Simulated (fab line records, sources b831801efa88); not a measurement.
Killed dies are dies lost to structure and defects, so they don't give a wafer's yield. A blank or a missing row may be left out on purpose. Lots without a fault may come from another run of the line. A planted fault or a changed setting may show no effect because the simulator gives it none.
fab line records | flow sky130
record lots=7 wafers=21 last_day=50
route steps=708 shown POLY_GATE@218 PAD_OPEN@708
lots that met no fault: from a run of the same line without faults
start_h: hours from the record's first day to the start of the lot's first wafer shown | wait_h: hours since the lot's step before | " the same as in the row above | L1.1+2: a row that stands for several wafers | - no value, or no start given | * or withheld: withheld | < > ~ a bound
route shown NAME@n: a module of which the file shows steps, and the number in the route of the first | usual: mean/standard deviation of fault-free wafers | same: alike in all rows | chamber/n: place in a boat | sites: the reading at each site | _std_site: their standard deviation | _edge_site: outer sites' mean less inner sites' | radius_mm: how far each site lies from the wafer's centre | mask NAME#n: copy n | behind: the tool/chamber that last shaped the wafer | hold: why the lot was held/for how many hours/how that ended | device: the transistor (n, p or np) that didn't switch | end of line: the same wafers' tests at the end of the route | a step without rows: its recipe alone | killed: dies lost to structure and defects at the first sort, not the wafer's yield | map: a wafer's dies, x killed, . not, _ none there
set.NAME: the setting as run; set.NAME@STEP: as run at that earlier step | model.NAME: the simulator's own value behind a step, which no gauge read
lots at some steps of the route; a table a step, a row a wafer
services: from which hour (start_h, from the record's first day; less than 0 if before it) a tool's chamber was out of use, for how many hours, and why
## steps
# step SKY_POLY_GATE_THK_MEAS_04
# recipe reads=Si3N4_of_POLY_GATE_CVD_03
# usual POLY_GATE_CVD_03_THK=74.8/0.62
# columns lot.wafer tool chamber start_h wait_h POLY_GATE_CVD_03_THK[nm]
L307.2 film_metro-03 - 440.76 0.0 73.8
L307.3 " - " " 73.6
L307.6 " - " " 74.3
L308.1 film_metro-02 - 442.11 0.0 74.5
L308.4 " - " " 75.1
L308.6 " - " " 74.6
L309.1 film_metro-03 - 453.34 0.0 74.5
L309.5 " - " " 75.0
L309.6 " - " " 74.6
L312.1 film_metro-02 - 464.74 0.0 75.5
L312.2 " - " " 75.9
L312.5 " - " " 75.4
L313.1 film_metro-03 - 473.28 0.0 73.9
L313.5 " - " " 74.1
L313.6 " - " " 73.8
L317.1 film_metro-03 - 513.00 0.0 74.1
L317.3 " - " " 74.9
L317.6 " - " " 74.7
L320.1 film_metro-01 - 535.11 0.0 74.5
L320.5 " - " " 74.7
L320.6 " - " " 73.9
# step SKY_POLY_GATE_DEHYDRATE_05
# recipe temp_c=200 time_s=60
# step SKY_POLY_GATE_HMDS_06
# recipe prime_time_s=60 prime_temp_c=120
# step SKY_POLY_GATE_COAT_07
# recipe resist=BARC temp_c=withheld time_s=withheld spin_rpm=3000 resist_thk_nm=110
# step SKY_POLY_GATE_COAT_08
# recipe resist=KrF-thick spin_rpm=3000 resist_thk_nm=450
# step SKY_POLY_GATE_SOFTBAKE_09
# recipe temp_c=100 time_s=90 resist=KrF-thick
# step SKY_POLY_GATE_EXPOSE_10
# recipe mask_id=P1M na=0.68 source_shape=conventional sigma_outer=0.6 target_cd_nm=150 dose_mj=28
# step SKY_POLY_GATE_PEB_11
# recipe peb_temp_c=withheld peb_time_s=withheld resist=KrF-thick
# step SKY_POLY_GATE_DEVELOP_12
# recipe develop_time_s=60 resist=KrF-thick dev_temp_c=21
# step SKY_POLY_GATE_CD_MEAS_13
# recipe target_cd_nm=150
# usual cd_nm=150.1/1.4
# columns lot.wafer tool chamber start_h wait_h cd_nm
L307.2 cd_sem-02 - 472.30 - 148.9
L307.3 " - " " 149.8
L307.6 " - " " 150.4
L308.1 cd_sem-01 - 473.16 - 153.0
L308.4 " - " " 151.5
L308.6 " - " " 152.4
L309.1 cd_sem-01 - 484.90 - 149.0
L309.5 " - " " 149.5
L309.6 " - " " 149.9
L312.1 cd_sem-02 - 495.86 - 150.3
L312.2 " - " " 151.2
L312.5 " - " " 150.7
L313.1 cd_sem-02 - 504.36 - 149.0
L313.5 " - " " 151.0
L313.6 " - " " 149.2
L317.1 cd_sem-02 - 542.60 - 150.1
L317.3 " - " " 150.5
L317.6 " - " " 150.7
L320.1 cd_sem-02 - 564.75 - 151.1
L320.5 " - " " 149.7
L320.6 " - " " 151.5
# step SKY_POLY_GATE_OVL_MEAS_14
# usual POLY_GATE_OVL=-1/4.5
# columns lot.wafer tool chamber start_h wait_h POLY_GATE_OVL[nm]
L307.2 overlay-02 - 472.41 0.1 5
L307.3 " - " " 1
L307.6 " - " " 3
L308.1 overlay-02 - 473.28 0.1 2
L308.4 " - " " -7
L308.6 " - " " -3
L309.1 overlay-02 - 485.02 0.1 5
L309.5 " - " " 4
L309.6 " - " " -1
L312.1 overlay-01 - 495.98 0.1 0
L312.2 " - " " 0
L312.5 " - " " 5
L313.1 overlay-01 - 504.48 0.1 -6
L313.5 " - " " -8
L313.6 " - " " -7
L317.1 overlay-01 - 542.72 0.1 3
L317.3 " - " " 4
L317.6 " - " " 0
L320.1 overlay-01 - 564.87 0.1 3
L320.5 " - " " 2
L320.6 " - " " 3
# step SKY_POLY_GATE_ETCH_15
# recipe chemistry=N2/H2 target=BARC ion_energy_ev=200 source_w=500 bias_w=100 pressure_mtorr=30 n2_flow_sccm=100 h2_flow_sccm=200 stop_on=SiO2 time_s=118.5 target_depth_a=1100
# usual bias_w=100.0/0.33 chamber_pressure_mTorr=30.000/0.026 drypump_motor_current_A=5.8/0.41 oes_product_au=0.717/0.005 throttle_valve_pct=13.213/0.0089
# columns lot.wafer tool chamber start_h wait_h bias_w chamber_pressure_mTorr drypump_motor_current_A oes_product_au rf_hours_counter_h throttle_valve_pct
L307.2 rie_diel-04 2 472.44 0.0 100.4 30.024 5.4 0.721 3 13.219
L307.3 " 3 " " 100.6 29.975 6.0 0.719 9 13.210
L307.6 " 2 " " 100.3 30.038 5.4 0.718 - 13.221
L308.1 rie_diel-03 3 473.31 0.0 100.6 29.990 6.0 0.723 37 13.202
L308.4 " 2 " " 100.2 29.984 5.7 0.717 11 13.214
L308.6 " 0 " " 100.3 29.996 5.0 0.715 - 13.202
L309.1 rie_diel-04 3 485.05 0.0 99.6 29.995 6.0 0.715 9 13.213
L309.5 " 0 " " 99.9 30.028 5.7 0.719 - 13.214
L309.6 " 1 " " 99.9 29.992 5.2 0.718 - 13.204
L312.1 rie_diel-04 1 496.01 0.0 100.5 29.962 5.2 0.724 77 13.203
L312.2 " 3 " " 99.7 30.008 6.0 0.708 9 13.210
L312.5 " 0 " " 99.8 30.058 5.6 0.716 - 13.205
L313.1 rie_diel-04 2 504.51 0.0 100.1 29.931 5.4 0.711 3 13.209
L313.5 " 1 " " 99.6 30.007 5.2 0.720 - 13.205
L313.6 " 0 " " 100.0 29.969 5.7 0.713 - 13.210
L317.1 rie_diel-03 2 542.75 0.0 99.7 29.975 5.8 0.717 12 13.219
L317.3 " 1 " " 99.8 29.992 6.2 0.718 3 13.225
L317.6 " 2 " " 99.9 30.012 5.8 0.720 - 13.228
L320.1 rie_diel-03 0 564.90 0.0 99.7 29.975 5.0 0.714 5 13.209
L320.5 " 0 " " 99.7 30.021 5.0 0.718 - 13.210
L320.6 " 1 " " 100.0 29.985 6.1 0.722 - 13.222
# step SKY_POLY_GATE_ETCH_16
# recipe stop_on=poly-Si chemistry=CH3F/O2 target=Si3N4 source_w=400 bias_w=80 pressure_mtorr=25 ch3f_flow_sccm=40 O2_flow_sccm=30 time_s=147.5 target_depth_a=750
# usual O2_flow_sccm=30.02/0.097 bias_w=79.99/0.25 drypump_motor_current_A=5.8/0.42 oes_product_au=0.640/0.0053 throttle_valve_pct=10.534/0.0096
# columns lot.wafer tool chamber start_h wait_h O2_flow_sccm bias_w drypump_motor_current_A oes_product_au rf_hours_counter_h throttle_valve_pct model.KrF-thick_of_POLY_GATE_COAT_08.thk_nm
L307.2 rie_diel-04 2 472.52 0.0 - - - - - - 344.3
L307.3 " 3 " " - - - - - - 345.9
L307.6 " 2 " " - - - - - - 344.7
L308.1 rie_diel-03 3 473.40 0.0 - - - - - - 341.7
L308.4 " 2 " " - - - - - - 344.9
L308.6 " 0 " " - - - - - - 343.6
L309.1 rie_diel-04 3 485.14 0.0 - - - - - - 343.6
L309.5 " 0 " " - - - - - - 344.2
L309.6 " 1 " " - - - - - - 342.5
L312.1 rie_diel-04 1 496.10 0.0 29.83 79.89 5.2 0.647 77 10.542 233.2
L312.2 " 3 " " 29.86 79.74 6.0 0.644 10 10.553 235.8
L312.5 " 0 " " 30.03 80.43 5.7 0.642 - 10.527 237.4
L313.1 rie_diel-04 2 504.60 0.0 30.16 80.11 5.4 0.633 3 10.527 234.5
L313.5 " 1 " " 30.13 80.31 5.2 0.632 - 10.527 234.4
L313.6 " 0 " " 29.92 79.93 5.6 0.634 - 10.535 237.4
L317.1 rie_diel-03 2 542.83 0.0 30.00 80.44 5.7 0.635 13 10.539 235.4
L317.3 " 1 " " 29.99 80.27 6.2 0.634 3 10.536 239.3
L317.6 " 2 " " 30.15 80.00 5.8 0.638 - 10.534 235
L320.1 rie_diel-03 0 564.98 0.0 30.09 79.97 5.0 0.644 5 10.543 234.8
L320.5 " 0 " " 30.00 79.79 5.0 0.646 - 10.535 235.1
L320.6 " 1 " " 29.91 80.29 6.2 0.637 - 10.533 240.3
# step SKY_POLY_GATE_ETCH_17
# recipe target_depth_nm=180 stop_on=SiO2 over_etch_frac=0.56667 chemistry=HBr/Cl2 target=poly-Si icp_w=400 bias_w=100 pressure_mtorr=10 HBr_flow_sccm=150 Cl2_flow_sccm=50 time_s=70.5
# usual HBr_flow_sccm=150.0/0.46 bias_w=99.98/0.3 drypump_motor_current_A=5.8/0.43 he_backside_leak_sccm=2.55/0.18 oes_product_au=0.986/0.007 throttle_valve_pct=33.684/0.0088
# columns lot.wafer tool chamber start_h wait_h HBr_flow_sccm bias_w drypump_motor_current_A he_backside_leak_sccm oes_product_au rf_hours_counter_h throttle_valve_pct model.KrF-thick_of_POLY_GATE_COAT_08.thk_nm
L307.2 rie_si-02 3 472.62 0.0 149.7 99.75 6.3 2.43 0.993 5 33.682 250.1
L307.3 " 0 " " 149.3 100.15 5.1 2.44 0.982 6 33.680 253.1
L307.6 " 0 " " 149.8 99.56 5.1 2.35 0.986 - 33.681 251.6
L308.1 rie_si-01 2 473.50 0.0 150.4 99.99 5.9 2.82 0.985 3 33.695 248.1
L308.4 " 3 " " 150.6 99.85 5.8 2.37 0.993 3 33.684 252.4
L308.6 " 1 " " 149.7 100.18 5.9 2.74 0.990 - 33.686 250.7
L309.1 rie_si-01 1 485.23 0.0 149.5 100.50 5.9 2.64 0.989 1 33.674 251.1
L309.5 " 0 " " 150.4 100.02 6.4 2.50 0.985 - 33.698 251.5
L309.6 " 3 " " 149.6 99.81 5.9 2.46 0.985 - 33.688 250.7
L312.1 rie_si-01 1 496.20 0.0 149.6 99.84 5.8 2.58 0.989 1 33.696 140.7
L312.2 " 3 " " 149.9 99.83 5.9 2.32 0.983 4 33.700 144
L312.5 " 3 " " 150.3 99.26 5.9 2.35 0.985 - 33.678 146
L313.1 rie_si-02 2 504.70 0.0 150.5 99.87 5.1 2.77 0.996 4 33.677 140.4
L313.5 " 0 " " 149.9 100.00 5.1 2.35 0.988 - 33.680 141.3
L313.6 " 3 " " 149.8 100.30 6.3 2.53 0.993 - 33.692 143.7
L317.1 rie_si-02 0 542.93 0.0 149.6 99.95 5.1 2.27 0.996 6 33.693 141.1
L317.3 " 3 " " 149.4 99.70 6.3 2.51 1.000 6 33.688 144.8
L317.6 " 3 " " 149.4 99.54 6.3 2.58 0.995 - 33.686 140.1
L320.1 rie_si-01 3 565.08 0.0 149.3 100.30 5.9 2.36 0.974 4 33.674 143.4
L320.5 " 2 " " 150.1 100.06 5.9 2.96 0.984 - 33.686 141.3
L320.6 " 3 " " 149.8 100.16 5.8 2.40 0.978 - 33.685 149.1
# step SKY_POLY_GATE_STRIP_18
# recipe chemistry=O2/N2 power_w=1400 pressure_mtorr=1500 platen_temp_c=withheld o2_flow_sccm=3000 n2_flow_sccm=300 overash_fraction=0.5
# usual drypump_motor_current_A=5.7/0.59 oes_product_au=0.361/0.0048 strip_time_to_endpoint_s=3.18/0.034
# columns lot.wafer tool chamber start_h wait_h drypump_motor_current_A oes_product_au rf_hours_counter_h strip_time_to_endpoint_s
L307.2 plasma_asher-04 0 472.68 0.0 4.8 0.411 39 4.35
L307.3 " 1 " " 6.2 0.412 - 4.40
L307.6 " 0 " " 4.8 0.408 - 4.37
L308.1 plasma_asher-04 0 473.55 0.0 4.9 0.408 39 4.30
L308.4 " 1 " " 6.2 0.407 - 4.37
L308.6 " 1 " " 6.2 0.402 - 4.34
L309.1 plasma_asher-01 1 485.29 0.0 6.2 0.414 63 4.36
L309.5 " 0 " " 5.2 0.411 - 4.36
L309.6 " 1 " " 6.3 0.421 - 4.37
L312.1 plasma_asher-02 0 496.25 0.0 6.0 0.351 81 3.16
L312.2 " 1 " " 5.8 0.359 81 3.20
L312.5 " 0 " " 6.0 0.360 - 3.25
L313.1 plasma_asher-04 1 504.75 0.0 6.2 0.362 42 3.17
L313.5 " 0 " " 4.9 0.354 - 3.20
L313.6 " 1 " " 6.2 0.361 - 3.20
L317.1 plasma_asher-01 1 542.99 0.0 6.3 0.363 68 3.21
L317.3 " 1 " " 6.3 0.357 - 3.24
L317.6 " 1 " " 6.3 0.366 - 3.18
L320.1 plasma_asher-01 1 565.17 0.1 6.3 0.366 70 3.20
L320.5 " 0 " " 5.2 0.358 - 3.19
L320.6 " 1 " " 6.3 0.365 - 3.26
# step SKY_POLY_GATE_CLEAN_19
# recipe chemistry=SC1/SC2 mix=1:4:20 temp_c=70 time_s=150 dry=n2_spin
# step SKY_PAD_OPEN_PROBE_99
# usual killed_at_M0_to_M3=44/7.5 killed_at_M4_up=2.9/1.8 killed_at_contacts=24/5.1 killed_at_front_end=16/4.7 killed_at_other=0.3/0.46 killed_dies=87/9.9 killed_on_rim=17/4.5 killed_open=47/8 killed_short=39/6.3
# same gross_dies=492 killed_at_back_side=0
# columns lot.wafer tool chamber start_h wait_h killed_at_M0_to_M3 killed_at_M4_up killed_at_contacts killed_at_front_end killed_at_other killed_dies killed_on_rim killed_open killed_short
L308.1 prober-02 - 1145.25 0.1 44 1 23 424 0 492 96 45 39
L308.4 prober-02 - 1145.40 0.2 35 7 15 434 1 492 96 36 41
L308.6 prober-02 - 1145.50 0.2 38 2 20 432 0 492 96 44 43
L307.2 prober-01 - 1147.57 0.1 45 2 25 420 0 492 96 48 42
L307.3 prober-01 - 1147.62 0.2 33 3 28 428 0 492 96 36 44
L307.6 prober-01 - 1147.77 0.2 44 2 18 428 0 492 96 41 39
L309.1 prober-02 - 1154.20 0.1 38 0 17 437 0 492 96 45 21
L309.5 prober-02 - 1154.40 0.2 32 3 18 439 0 492 96 42 34
L309.6 prober-02 - 1154.45 0.2 40 6 22 424 0 492 96 46 40
L312.1 prober-01 - 1156.00 0.1 36 5 31 16 0 88 12 42 46
L312.2 prober-01 - 1156.05 0.1 41 4 22 24 0 91 17 42 48
L312.5 prober-01 - 1156.20 0.2 32 4 24 16 0 76 13 40 35
L313.1 prober-02 - 1163.50 0.1 34 1 31 10 0 76 12 40 36
L313.5 prober-02 - 1163.70 0.2 37 3 25 16 0 81 13 37 43
L313.6 prober-02 - 1163.75 0.2 41 5 33 15 0 94 19 52 42
# killed by level:class
L308.1 POLY_GATE:area_etch=408 VIA1:geometric_particle:open=10 LI_CONTACT:geometric_particle:open=7 VIA3:geometric_particle:open=7 CONTACT:geometric_particle:open=7 METAL1:geometric_particle:short=6 VIA1:geometric_particle:short=5 FIELD_ISO:geometric_particle:open=4
L308.4 POLY_GATE:area_etch=413 VIA3:geometric_particle:open=7 METAL4:geometric_particle:short=6 FIELD_ISO:geometric_particle:open=5 CONTACT:geometric_particle:open=5 METAL1:geometric_particle:short=5 VIA2:geometric_particle:open=5 POLY_GATE:geometric_particle:short=4
L308.6 POLY_GATE:area_etch=404 VIA1:geometric_particle:open=9 POLY_GATE:geometric_particle:short=7 FIELD_ISO:geometric_particle:open=6 POLY_GATE:geometric_particle:open=6 FIELD_ISO:geometric_particle:short=5 LI_CONTACT:geometric_particle:open=5 LOCAL_INTERCONNECT:geometric_particle:short=5
L307.2 POLY_GATE:area_etch=402 CONTACT:geometric_particle:open=11 VIA1:geometric_particle:open=9 VIA2:geometric_particle:open=8 VIA3:geometric_particle:open=7 POLY_GATE:geometric_particle:short=6 METAL1:geometric_particle:short=6 VIA1:geometric_particle:short=6
L307.3 POLY_GATE:area_etch=412 CONTACT:geometric_particle:short=10 CONTACT:geometric_particle:open=8 METAL2:geometric_particle:short=6 VIA2:geometric_particle:open=6 VIA1:geometric_particle:open=5 FIELD_ISO:geometric_particle:open=4 POLY_GATE:geometric_particle:short=4
L307.6 POLY_GATE:area_etch=412 VIA1:geometric_particle:short=8 VIA2:geometric_particle:open=6 VIA1:geometric_particle:open=6 FIELD_ISO:geometric_particle:open=5 LI_CONTACT:geometric_particle:open=5 LOCAL_INTERCONNECT:geometric_particle:short=5 CONTACT:geometric_particle:open=5
L309.1 POLY_GATE:area_etch=426 VIA1:geometric_particle:open=10 VIA2:geometric_particle:open=8 CONTACT:geometric_particle:open=7 VIA3:geometric_particle:open=7 FIELD_ISO:geometric_particle:short=4 LI_CONTACT:geometric_particle:open=4 VIA1:geometric_particle:short=4
L309.5 POLY_GATE:area_etch=415 CONTACT:geometric_particle:open=7 VIA1:geometric_particle:open=7 FIELD_ISO:geometric_particle:open=6 VIA3:geometric_particle:short=6 VIA3:geometric_particle:open=6 FIELD_ISO:geometric_particle:short=5 LI_CONTACT:geometric_particle:open=5
L309.6 POLY_GATE:area_etch=406 VIA1:geometric_particle:open=9 CONTACT:geometric_particle:open=9 POLY_GATE:geometric_particle:short=6 VIA2:geometric_particle:open=6 VIA3:geometric_particle:open=6 LOCAL_INTERCONNECT:geometric_particle:short=5 METAL1:geometric_particle:short=5
L312.1 CONTACT:geometric_particle:open=10 LI_CONTACT:geometric_particle:open=8 CONTACT:geometric_particle:short=8 METAL2:geometric_particle:short=7 VIA1:geometric_particle:short=6 VIA1:geometric_particle:open=6 FIELD_ISO:geometric_particle:open=5 POLY_GATE:geometric_particle:short=5
L312.2 CONTACT:geometric_particle:open=11 FIELD_ISO:geometric_particle:short=10 METAL2:geometric_particle:short=9 VIA1:geometric_particle:open=8 LI_CONTACT:geometric_particle:open=6 METAL1:geometric_particle:short=5 POLY_GATE:geometric_particle:short=4 METAL4:geometric_particle:short=4
L312.5 CONTACT:geometric_particle:open=10 LI_CONTACT:geometric_particle:open=7 VIA2:geometric_particle:open=6 FIELD_ISO:geometric_particle:open=5 CONTACT:geometric_particle:short=4 METAL2:geometric_particle:short=4 VIA3:geometric_particle:open=4 METAL1:geometric_particle:short=4
L313.1 CONTACT:geometric_particle:open=11 CONTACT:geometric_particle:short=11 VIA1:geometric_particle:open=11 VIA3:geometric_particle:short=5 LI_CONTACT:geometric_particle:open=4 LOCAL_INTERCONNECT:geometric_particle:short=4 METAL1:geometric_particle:short=4 VIA2:geometric_particle:open=4
L313.5 CONTACT:geometric_particle:open=8 METAL2:geometric_particle:short=7 VIA3:geometric_particle:open=7 FIELD_ISO:geometric_particle:short=6 VIA1:geometric_particle:open=6 LOCAL_INTERCONNECT:geometric_particle:short=5 CONTACT:geometric_particle:short=5 LI_CONTACT:geometric_particle:open=4
L313.6 CONTACT:geometric_particle:open=13 VIA1:geometric_particle:open=9 LI_CONTACT:geometric_particle:open=8 METAL1:geometric_particle:short=8 VIA3:geometric_particle:open=6 FIELD_ISO:geometric_particle:short=5 LOCAL_INTERCONNECT:geometric_particle:short=5 METAL4:geometric_particle:short=5
# map L307.2 (x killed, . not)
__________xxxxxxxxxx_________
________xxxxxxxxxxxxxx_______
______xxxxxxxxxxxxxxxxxx_____
_____xxxxxxxxxxxxxxxxxxxx____
____xxxxxxxxxxxxxxxxxxxxxx___
___xxxxxxxxxxxxxxxxxxxxxxxx__
__xxxxxxxxxxxxxxxxxxxxxxxxxx_
_xxxxxxxxxxxxxxxxxxxxxxxxxxxx
_xxxxxxxxxxxxxxxxxxxxxxxxxxxx
_xxxxxxxxxxxxxxxxxxxxxxxxxxxx
_xxxxxxxxxxxxxxxxxxxxxxxxxxxx
_xxxxxxxxxxxxxxxxxxxxxxxxxxxx
_xxxxxxxxxxxxxxxxxxxxxxxxxxxx
_xxxxxxxxxxxxxxxxxxxxxxxxxxxx
_xxxxxxxxxxxxxxxxxxxxxxxxxxxx
__xxxxxxxxxxxxxxxxxxxxxxxxxx_
___xxxxxxxxxxxxxxxxxxxxxxxx__
____xxxxxxxxxxxxxxxxxxxxxx___
_____xxxxxxxxxxxxxxxxxxxx____
______xxxxxxxxxxxxxxxxxx_____
________xxxxxxxxxxxxxx_______
__________xxxxxxxxxx_________
# map L308.1 (x killed, . not)
__________xxxxxxxxxx_________
________xxxxxxxxxxxxxx_______
______xxxxxxxxxxxxxxxxxx_____
_____xxxxxxxxxxxxxxxxxxxx____
____xxxxxxxxxxxxxxxxxxxxxx___
___xxxxxxxxxxxxxxxxxxxxxxxx__
__xxxxxxxxxxxxxxxxxxxxxxxxxx_
_xxxxxxxxxxxxxxxxxxxxxxxxxxxx
_xxxxxxxxxxxxxxxxxxxxxxxxxxxx
_xxxxxxxxxxxxxxxxxxxxxxxxxxxx
_xxxxxxxxxxxxxxxxxxxxxxxxxxxx
_xxxxxxxxxxxxxxxxxxxxxxxxxxxx
_xxxxxxxxxxxxxxxxxxxxxxxxxxxx
_xxxxxxxxxxxxxxxxxxxxxxxxxxxx
_xxxxxxxxxxxxxxxxxxxxxxxxxxxx
__xxxxxxxxxxxxxxxxxxxxxxxxxx_
___xxxxxxxxxxxxxxxxxxxxxxxx__
____xxxxxxxxxxxxxxxxxxxxxx___
_____xxxxxxxxxxxxxxxxxxxx____
______xxxxxxxxxxxxxxxxxx_____
________xxxxxxxxxxxxxx_______
__________xxxxxxxxxx_________
## services
# columns tool chamber start_h hours kind
rie_diel-03 1 492.29 4.8 repair
rie_diel-03 2 499.18 10.0 repair
rie_diel-04 3 503.87 4.4 repair
rie_diel-03 0 527.25 10.3 repair
rie_si-02 0 531.23 1.7 repair
rie_si-02 2 550.65 8.5 repair
rie_si-01 1 555.58 15.2 repair
rie_si-01 0 563.86 5.1 repair
## key
first_sign step=SKY_POLY_GATE_ETCH_16 reading=tool_record direction=missing
effect step=SKY_POLY_GATE_STRIP_18 reading=strip_time_to_endpoint_s direction=up sigmas=34 usual=* struck=*
effect step=SKY_PAD_OPEN_PROBE_99 reading=killed_at_front_end direction=up sigmas=87 usual=16 struck=430
model_effect step=SKY_POLY_GATE_ETCH_16 value=KrF-thick_of_POLY_GATE_COAT_08.thk_nm without=234.4 struck=343.9
model_effect step=SKY_POLY_GATE_ETCH_17 value=KrF-thick_of_POLY_GATE_COAT_08.thk_nm without=141.5 struck=251
more_kills_born_at SKY_POLY_GATE_ETCH_16@rie_diel-04=2466 SKY_POLY_GATE_ETCH_16@rie_diel-03=1216
met_at SKY_POLY_GATE_ETCH_16
struck_wafers L307.2,L307.3,L307.6,L308.1,L308.4,L308.6,L309.1,L309.5,L309.6
later_rows_left_out L307.2,L307.3,L307.6,L308.1,L308.4,L308.6,L309.1,L309.5,L309.6
tester_left_out L307,L308,L309
fault kind=skipped_step_whole tool=rie_diel-03,rie_diel-04 chamber=- onset_h=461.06 steps=SKY_POLY_GATE_ETCH_16 scope=struck_lots_only
# tester_left_out: of these lots the tester's yield and bins aren't shown, on N5 and GAA mostly nor the transistor test; their killed dies are dies lost to structure and defects alone, not to doping, threshold or leakage, so they don't give the yield
# later_rows_left_out: the simulator's readings of these wafers behind a module that went badly wrong aren't trusted and aren't shown, but for the sort
